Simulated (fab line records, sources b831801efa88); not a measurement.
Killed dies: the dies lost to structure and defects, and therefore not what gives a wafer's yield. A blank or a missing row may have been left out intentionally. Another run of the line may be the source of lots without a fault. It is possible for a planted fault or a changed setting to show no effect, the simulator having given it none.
Which of the tools did it? | flow gf180mcu | Sampling: 14 lots, 42 wafers, 4 of 602 route steps

## WHAT THE GAUGES SHOWED, per wafer
GF_VT_IMPLANT_RS_MEAS_49: the measuring method here is four-point-probe.
lot  | measured     | on            | MVPSD_RS (ohm/sq)
L253 | day 7 14:22  | film-metro-03 | 1165.3 1163.7 1165.7
L254 | day 7 20:07  | film-metro-01 | 1167.4 1170.4 1164.7
L257 | day 8 13:52  | film-metro-03 | 1167.7 1168.4 1168.1
L258 | day 8 20:55  | film-metro-01 | 1164.5 1164.0 1166.5
L262 | day 10 05:46 | film-metro-01 | 1167.0 1162.7 1164.2
L263 | day 10 18:53 | film-metro-02 | 1183.9 1184.2 1183.1
L264 | day 10 22:20 | film-metro-01 | 1186.9 1184.6 1186.8
L267 | day 11 12:50 | film-metro-02 | 1167.9 1170.4 1171.7
L268 | day 11 20:59 | film-metro-01 | 1164.4 1166.1 1165.6
L270 | day 12 10:56 | film-metro-02 | 1165.2 1164.8 1166.5
L271 | day 12 15:17 | film-metro-03 | 1172.2 1169.5 1170.6
L272 | day 12 22:07 | film-metro-02 | 1165.2 1167.2 1165.9
L274 | day 13 10:10 | film-metro-01 | 1167.5 1166.4 1169.1
L276 | day 14 03:43 | film-metro-03 | 1162.8 1165.5 1167.1

GF_HV_LDD_TW_MEAS_50.
lot  | measured     | on            | HV_LDD_4_TW
L253 | day 12 11:17 | film-metro-01 | 578 581 580
L254 | day 12 15:19 | film-metro-01 | 581 579 579
L257 | day 13 12:55 | film-metro-01 | 579 577 578
L258 | day 13 20:55 | film-metro-01 | 580 577 578
L262 | day 15 19:55 | film-metro-03 | 579 579 579
L263 | day 16 04:56 | film-metro-03 | 576 572 572
L264 | day 16 09:13 | film-metro-01 | 580 581 579
L267 | day 17 02:53 | film-metro-03 | 577 576 578
L268 | day 17 14:33 | film-metro-01 | 573 577 577
L270 | day 18 04:00 | film-metro-03 | 573 575 574
L271 | day 18 10:17 | film-metro-02 | 561 564 560
L272 | day 18 18:05 | film-metro-01 | 577 573 578
L274 | day 19 09:46 | film-metro-01 | 579 575 577
L276 | day 20 04:53 | film-metro-01 | 577 575 579

GF_HV_LDD_RS_MEAS_53: the measuring method here is four-point-probe.
lot  | measured     | on            | HV_LDD_RS (ohm/sq)
L253 | day 12 11:27 | film-metro-02 | 416.5 416.7 415.8
L254 | day 12 15:30 | film-metro-02 | 416.0 416.5 416.5
L257 | day 13 13:06 | film-metro-02 | 419.0 418.3 418.3
L258 | day 13 21:07 | film-metro-03 | 417.5 418.5 418.1
L262 | day 15 20:06 | film-metro-02 | 417.4 417.8 417.8
L263 | day 16 05:11 | film-metro-01 | 419.1 418.0 418.8
L264 | day 16 09:24 | film-metro-01 | 416.6 416.7 416.0
L267 | day 17 03:03 | film-metro-02 | 417.3 416.1 416.1
L268 | day 17 14:46 | film-metro-03 | 417.4 418.4 417.3
L270 | day 18 04:13 | film-metro-01 | 416.8 417.3 417.7
L271 | day 18 10:27 | film-metro-02 | 416.6 415.8 416.8
L272 | day 18 18:16 | film-metro-01 | 417.7 416.8 418.3
L274 | day 19 09:57 | film-metro-03 | 418.2 417.7 417.4
L276 | day 20 05:04 | film-metro-03 | 418.3 418.0 417.8

## WHICH TOOL RAN EACH LOT (tool, then ch and the chambers of the sampled wafers, then the start)
lot  | GF_MVPSD_IMPLANT_09
L253 | implanter-04 ch 0, day 5 01:25
L254 | implanter-01 ch 0, day 5 06:45
L257 | implanter-01 ch 0, day 5 22:28
L258 | implanter-04 ch 0, day 6 04:11
L262 | implanter-01 ch 0, day 7 09:40
L263 | implanter-03 ch 0, day 7 20:38
L264 | implanter-03 ch 0, day 7 23:09
L267 | implanter-04 ch 0, day 8 12:01
L268 | implanter-01 ch 0, day 8 19:17
L270 | implanter-04 ch 0, day 9 08:20
L271 | implanter-04 ch 0, day 9 12:15
L272 | implanter-04 ch 0, day 9 18:33
L274 | implanter-01 ch 0, day 10 05:51
L276 | implanter-04 ch 0, day 10 20:08
- GF_MVPSD_IMPLANT_09

## AS READ BY THE TOOLS THEMSELVES (means over the sampled wafers that have a number; for cases with no such wafer, the mark the record gives instead)
GF_MVPSD_IMPLANT_09.
lot  | tool         | dose-ions-cm2 | faraday-current-uA
L253 | implanter-04 | 5e+12         | 28.5
L254 | implanter-01 | 5e+12         | 28.9
L257 | implanter-01 | 5e+12         | 28.3
L258 | implanter-04 | 5e+12         | 28.5
L262 | implanter-01 | 5e+12         | 28.4
L263 | implanter-03 | 5e+12         | 25.8
L264 | implanter-03 | 5e+12         | 25.6
L267 | implanter-04 | 5e+12         | 28.0
L268 | implanter-01 | 5e+12         | 27.7
L270 | implanter-04 | 5e+12         | 28.7
L271 | implanter-04 | 5e+12         | 28.1
L272 | implanter-04 | 5e+12         | 28.4
L274 | implanter-01 | 5e+12         | 28.2
L276 | implanter-04 | 5e+12         | 27.9

## THE ANSWER, worked out from the rows above alone
Rule: what is usual is taken from the lots themselves. Put in order of their means at a reading, lots are off if they are a third of the lots or fewer, leave a main group of 4 or more, and stand apart from it by a gap of 3 or more times the standard deviation of the main group's means; of several such gaps the widest counts. The tables above print the reading to a certain number of digits; a main group whose means all agree to those digits is not used. A lot without any number at a reading at which 4 lots or more have one is off too. Where the step has rows for the other lots, those lots are counted as sound. After the gauges, taken in route order, come the tools' own readings; for these a lot's mean is taken, as printed above. The first step at which some lot is off is used, and at that step the reading that is off furthest; a lot without a number counts as furthest.
Off: L263, L264, seen at GF_VT_IMPLANT_RS_MEAS_49 (MVPSD_RS). The main group has a mean of 1166.7 ohm/sq with a standard deviation of 2.
If a tool, at a process step before that reading, ran all the lots that are off and no sound lot after the first of them, it fits. The gauges at GF_VT_IMPLANT_RS_MEAS_49 aren't tried: what is off there is off at GF_MVPSD_IMPLANT_09 too, on other tools, and a gauge's error can't cause that. One fits: implanter-03 at GF_MVPSD_IMPLANT_09. It ran no sound lot before its first lot that is off in this sample, so the start can't be narrowed down.
The tool's own readings at GF_MVPSD_IMPLANT_09 bear it out: on the lots that are off they differ by more than 5 times the standard deviation of the sound lots' means. faraday-current-uA reads 25.7 there against 28.3 on the sound lots.

## WHAT WAS PUT IN BY THE SIMULATOR
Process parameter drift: implanter-03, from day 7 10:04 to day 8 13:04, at GF_MVPSD_IMPLANT_09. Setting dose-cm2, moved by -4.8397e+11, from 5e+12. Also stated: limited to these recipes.
Struck lots among those shown: L263, L264. The rule given above showed the same thing.
